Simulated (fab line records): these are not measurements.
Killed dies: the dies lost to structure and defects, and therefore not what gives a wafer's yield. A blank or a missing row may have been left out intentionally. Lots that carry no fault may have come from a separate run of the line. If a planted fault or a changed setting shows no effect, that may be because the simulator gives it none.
Which tool was responsible? + flow sky130 + 6 lots with 18 wafers sampled at 4 steps, on a route of 708 steps

== WHAT THE GAUGES READ, wafer by wafer ==
SKY_PASSIVATION_THK_MEAS_01.
| lot  | measured     | on           | PASSIVATION_CVD_00_THK (nm) |
|------|--------------|--------------|-----------------------------|
| L462 | day 44 06:11 | filmMetro-04 | 87.1 90.8 90.8              |
| L464 | day 44 15:18 | filmMetro-01 | 89.0 89.8 90.9              |
| L471 | day 46 15:28 | filmMetro-04 | 89.9 89.9 90.3              |
| L476 | day 48 01:38 | filmMetro-01 | 90.4 88.3 89.6              |
| L484 | day 49 20:03 | filmMetro-04 | 88.3 88.7 90.5              |
| L482 | day 50 02:10 | filmMetro-04 | 88.1 89.8 90.1              |

== TOOL THAT RAN EACH LOT (tool first, then ch and the chambers of the sampled wafers, then the start) ==
| lot  | SKY_VIA1_CMP_24               | SKY_VIA4_CMP_02               | SKY_METAL5_SPUTTER_03       |
|------|-------------------------------|-------------------------------|-----------------------------|
| L462 | cmp-01 ch 0,1,2, day 34 12:56 | cmp-01 ch 0,3, day 42 06:04   | pvdSputter-04, day 43 06:48 |
| L464 | cmp-01 ch 0,1,2, day 34 21:35 | cmp-01 ch 0,1, day 42 14:56   | pvdSputter-04, day 43 15:42 |
| L471 | cmp-01 ch 0,2,3, day 37 07:15 | cmp-01 ch 0,2,3, day 44 18:52 | pvdSputter-02, day 45 17:34 |
| L476 | cmp-02 ch 1,2, day 39 03:02   | cmp-01 ch 0,1, day 46 07:34   | pvdSputter-02, day 47 05:10 |
| L484 | cmp-02 ch 0,1, day 41 12:56   | cmp-02 ch 0,1,3, day 48 06:02 | pvdSputter-02, day 49 02:05 |
| L482 | cmp-02 ch 0,2,3, day 41 19:19 | cmp-02 ch 0,3, day 48 12:29   | pvdSputter-04, day 49 08:09 |
- SKY_VIA1_CMP_24: polishes, stops on SiO2, t overpolish 15 s, target thk 0 nm.
- SKY_VIA4_CMP_02: polishes SiO2.
- SKY_METAL5_SPUTTER_03: material Ti, target thk 5 nm, time 3.3 s.

== THE ANSWER, worked out from the rows above alone ==
Rule: what is usual is taken from the lots themselves. The widest of any qualifying gaps counts: lots, ordered by their means at a reading, are off when they make up no more than a third of the lots, leave a main group of 4 or more, and stand apart from it by 3 or more times the standard deviation of that group's means. A main group is skipped when, at the precision printed for the reading in the tables above, its means are all equal. Also off: a lot with no number at a reading for which 4 or more lots have one. The other lots that the step has rows for count as sound.
Across all readings shown, no lot is off: no conclusion can be drawn from this.

== WHAT THE SIMULATOR PUT IN ==
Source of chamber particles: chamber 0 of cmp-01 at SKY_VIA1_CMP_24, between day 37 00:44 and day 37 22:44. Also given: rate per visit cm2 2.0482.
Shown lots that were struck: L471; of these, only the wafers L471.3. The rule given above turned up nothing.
